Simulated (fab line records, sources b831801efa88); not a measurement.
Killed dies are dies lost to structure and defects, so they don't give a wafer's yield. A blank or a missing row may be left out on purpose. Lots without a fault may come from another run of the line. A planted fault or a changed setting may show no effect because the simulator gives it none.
Split-lot experiment | flow sfq_line | 5 lots, 23 wafers read, on a route of 325 steps

THE SPLIT
At SFQ_TRILAYER_I6_VIA_LITHO_EXPOSE_170 (exposes mask I6, target cd 700 nm), the setting dose_mj was moved away from the recipe's 21.3 on 11 of the 23 wafers read, by -7.4% to +1.9%. The other wafers ran this setting at the recipe's value.

FROM THE SPLIT TO THE READING: what the file shows between them, 2 steps
- SFQ_TRILAYER_I6_VIA_LITHO_PEB_172: peb time 60 s
- SFQ_TRILAYER_I6_VIA_LITHO_DEVELOP_171: time 60 s

THE READING
I6.cd_nm (the simulator's own value, which no gauge read), in nm, at SFQ_TRILAYER_I6_VIA_BARC_OPEN_VIA_ETCH_235 (etches BARC in O2, target depth 125 nm, time 41.7 s). The file gives no usual value for it. The 12 wafers here that ran the recipe average 699.7 nm, standard deviation 1.3 nm.

wafer  | tool, chamber at the split | dose_mj as run | against the recipe | I6.cd_nm, nm | against lot-mates on the recipe
L076.1 | krf_scanner-02, 0          | 19.73          | -7.4%              | 687          | -12.9
L076.2 | krf_scanner-02, 0          | 21.3           | recipe             | 699.1        | -
L076.4 | krf_scanner-02, 0          | 19.73          | -7.4%              | 687.6        | -12.2
L076.5 | krf_scanner-02, 0          | 19.73          | -7.4%              | 687.3        | -12.6
L076.6 | krf_scanner-02, 0          | 21.3           | recipe             | 700.6        | -
L078.1 | krf_scanner-02, 0          | 19.95          | -6.3%              | 688.9        | -10.1
L078.4 | krf_scanner-02, 0          | 19.95          | -6.3%              | 688.9        | -10.1
L078.2 | krf_scanner-02, 0          | 19.95          | -6.3%              | 688.3        | -10.7
L078.3 | krf_scanner-02, 0          | 21.3           | recipe             | 698.8        | -
L078.5 | krf_scanner-02, 0          | 21.3           | recipe             | 699.1        | -
L079.1 | krf_scanner-02, 0          | 21.7           | +1.9%              | 702.8        | +3.7
L079.2 | krf_scanner-02, 0          | 21.7           | +1.9%              | 703.3        | +4.2
L079.3 | krf_scanner-02, 0          | 21.3           | recipe             | 698.9        | -
L079.4 | krf_scanner-02, 0          | 21.3           | recipe             | 700.3        | -
L079.5 | krf_scanner-02, 0          | 21.3           | recipe             | 698.1        | -
L080.2 | krf_scanner-02, 0          | 21.3           | recipe             | 701.6        | -
L080.3 | krf_scanner-02, 0          | 21.3           | recipe             | 701.4        | -
L080.6 | krf_scanner-02, 0          | 21.3           | recipe             | 701.7        | -
L081.1 | krf_scanner-02, 0          | 21.3           | recipe             | 698.9        | -
L081.2 | krf_scanner-02, 0          | 20.36          | -4.4%              | 691.9        | -6.5
L081.3 | krf_scanner-02, 0          | 20.36          | -4.4%              | 692.2        | -6.2
L081.4 | krf_scanner-02, 0          | 20.36          | -4.4%              | 693.6        | -4.8
L081.6 | krf_scanner-02, 0          | 21.3           | recipe             | 697.9        | -

THE FIT
A straight line over all 23 wafers: I6.cd_nm changes by +1.7 nm for each +1% of dose_mj; r = +0.98; the points scatter about the line by 1 nm.
The same after taking each lot's own level away (the mean of its wafers on the recipe; 23 wafers): +1.65 nm for each +1%; r = +0.99; scatter 0.8 nm.
On that fit, the largest move of dose_mj shifts the reading by 12 nm.
The lots' own levels span 698.40 to 701.57 nm, that is 2.4 times the standard deviation above.
So the lot-to-lot level changes the slope little: the two slopes agree.
Check: with one of the wafers moved furthest among these (-7.4%) left out of the fit, the line predicts -11.8 nm for it against its lot-mates. It came out at -12.9 nm against them.

OTHER SPLITS ON THESE WAFERS
These wafers also went through other splits before the reading. Each is held against what the fit with the lots' levels taken away leaves over:
other split on the same wafers                  | wafers away from the commonest value | r with I6.cd_nm (lot level and that fit taken away)
SFQ_TRILAYER_JJ_CE_LITHO_COAT_114 resist_thk_nm | 10                                   | -0.12
SFQ_TRILAYER_JJ_CE_ETCH_RIE_118 pressure_mtorr  | 15                                   | -0.10
SFQ_TRILAYER_M5_LITHO_EXPOSE_124 dose_mj        | 10                                   | +0.36
SFQ_TRILAYER_R5_LITHO_COAT_136 spin_rpm         | 7                                    | -0.29
SFQ_TRILAYER_I5_LITHO_COAT_144 spin_rpm         | 7                                    | +0.08
SFQ_TRILAYER_C5_LITHO_COAT_156 resist_thk_nm    | 11                                   | -0.22
SFQ_TRILAYER_M6_LITHO_COAT_164 resist_thk_nm    | 5                                    | +0.00

THE FILE'S OWN FIT
I6.cd_nm changes by +1.62 nm for each +1% of dose_mj, r = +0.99.
